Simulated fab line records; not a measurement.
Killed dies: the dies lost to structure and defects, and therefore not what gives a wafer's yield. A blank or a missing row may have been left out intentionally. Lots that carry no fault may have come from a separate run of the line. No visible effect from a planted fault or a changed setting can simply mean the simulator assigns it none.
Struck lot and sound lot, side by side :: flow sky130 :: 15 out of 708 route steps
Sound: wafers L962.1, L962.3, L962.6. The struck wafers were L975.1, L975.3, L975.6. The cause comes at the end.
Per side, at each step with rows, come the tool, then ch with its chambers, and then its first start. Under that, the readings that differ: sound wafers :: struck wafers :: difference of the means :: sigmas: that difference in standard deviations of wafers without a fault.
alike: readings with means less than 2 such deviations apart, plus words and numbers identical on both sides. not compared: withheld readings, readings lacking a value on some wafer, bounds such as >300 that could conceal the same value, and numbers that have no deviation in the record and whose values overlap.
A row with sigmas, a row that says differs or no value, or rows on one side alone: a step with any of these is where the two part. Numbers that don't overlap but have no deviation are shown without sigmas and don't part them. A reading missing from all wafers of one side parts the sides only when that side holds two or more wafers.

SKY_SONOS_ONO_THK_MEAS_05:
  sound on film_metro-04, day 12 08:32; struck on film_metro-04, day 16 12:44
  alike: SONOS_ONO_CVD_04_THK
then, 7 steps without rows for these wafers: SKY_SONOS_ONO_DEHYDRATE_06 (time 60 s); SKY_SONOS_ONO_HMDS_07 (prime time 60 s); SKY_SONOS_ONO_COAT_08 (resist thk 1140 nm); SKY_SONOS_ONO_SOFTBAKE_09 (time 60 s); SKY_SONOS_ONO_EXPOSE_10 (exposes mask ONOM, target cd 410 nm); SKY_SONOS_ONO_PEB_11; SKY_SONOS_ONO_DEVELOP_12 (develop time 60 s).
SKY_SONOS_ONO_CD_MEAS_13: target cd 410 nm.
  sound on cd_sem-01, day 13 09:34; struck on cd_sem-02, day 17 17:47
  alike: cd_nm
SKY_SONOS_ONO_OVL_MEAS_14:
  sound on overlay-02, day 13 09:41; struck on overlay-01, day 17 17:55
  alike: SONOS_ONO_OVL
SKY_SONOS_ONO_ETCH_15: etches the open film in CHF3/O2, target depth 19.52 nm, time 7.8 s.
  sound on rie_diel-04 ch 0,2, day 13 09:43; struck on rie_diel-04 ch 0,3, day 17 17:57
  alike: drypump_motor_current_A, oes_product_au, throttle_valve_pct
  not compared: rf_hours_counter_h
then, 1 step without rows for these wafers: SKY_SONOS_ONO_WET_ETCH_16 (etches SiO2 in dHF, target depth 14 nm, time 280 s).
SKY_SONOS_ONO_STRIP_17: strips in O2/N2.
  sound on plasma_asher-03 ch 0,1, day 13 09:50; struck on plasma_asher-02 ch 0,1, day 17 18:05
reading: oes_product_au (a.u.)
sound: 0.714 0.718 0.706
struck: 0.917 0.912 0.922
difference: +0.204
sigmas: +42

reading: strip_time_to_endpoint_s (s)
sound: 14.15 14.12 14.16
struck: - - -
difference: no value on the struck wafers
sigmas: 

reading: model.NOVOLAK_of_SONOS_ONO_COAT_08.thk_nm (nm)
sound: 0 0 0
struck: 449.6 449.9 449.4
difference: +449.6
sigmas: 
  alike: drypump_motor_current_A, o2_flow_sccm
  not compared: rf_hours_counter_h
then, 1 step without rows for these wafers: SKY_SONOS_ONO_WET_ETCH_18 (etches Si3N4 in H3PO4, target depth 15 nm, time 172 s).
-- record jumps: 32 days separate the struck wafers' starts on either side; left off in module SONOS_ONO, taken up again in module PAD_OPEN, whose first shown step is the route's number 708 --
SKY_PAD_OPEN_PROBE_99:
  sound on prober-01, day 47 06:00; struck on prober-02, day 50 05:43
reading: killed_at_front_end
sound: 12 17 20
struck: 423 422 414
difference: +403
sigmas: +94

reading: killed_dies
sound: 79 85 94
struck: 492 492 492
difference: +406
sigmas: +41

reading: killed_on_rim
sound: 18 22 18
struck: 96 96 96
difference: +77
sigmas: +20
  alike: killed_at_M0_to_M3, killed_at_M4_up, killed_at_contacts, killed_at_other, killed_open, killed_short

WHERE THEY PART
Earliest at SKY_SONOS_ONO_STRIP_17; latest, in this record, at SKY_PAD_OPEN_PROBE_99.

WHY: whatever the simulator had introduced
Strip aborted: plasma_asher-02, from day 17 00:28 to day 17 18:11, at SKY_SONOS_ONO_STRIP_17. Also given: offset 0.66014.
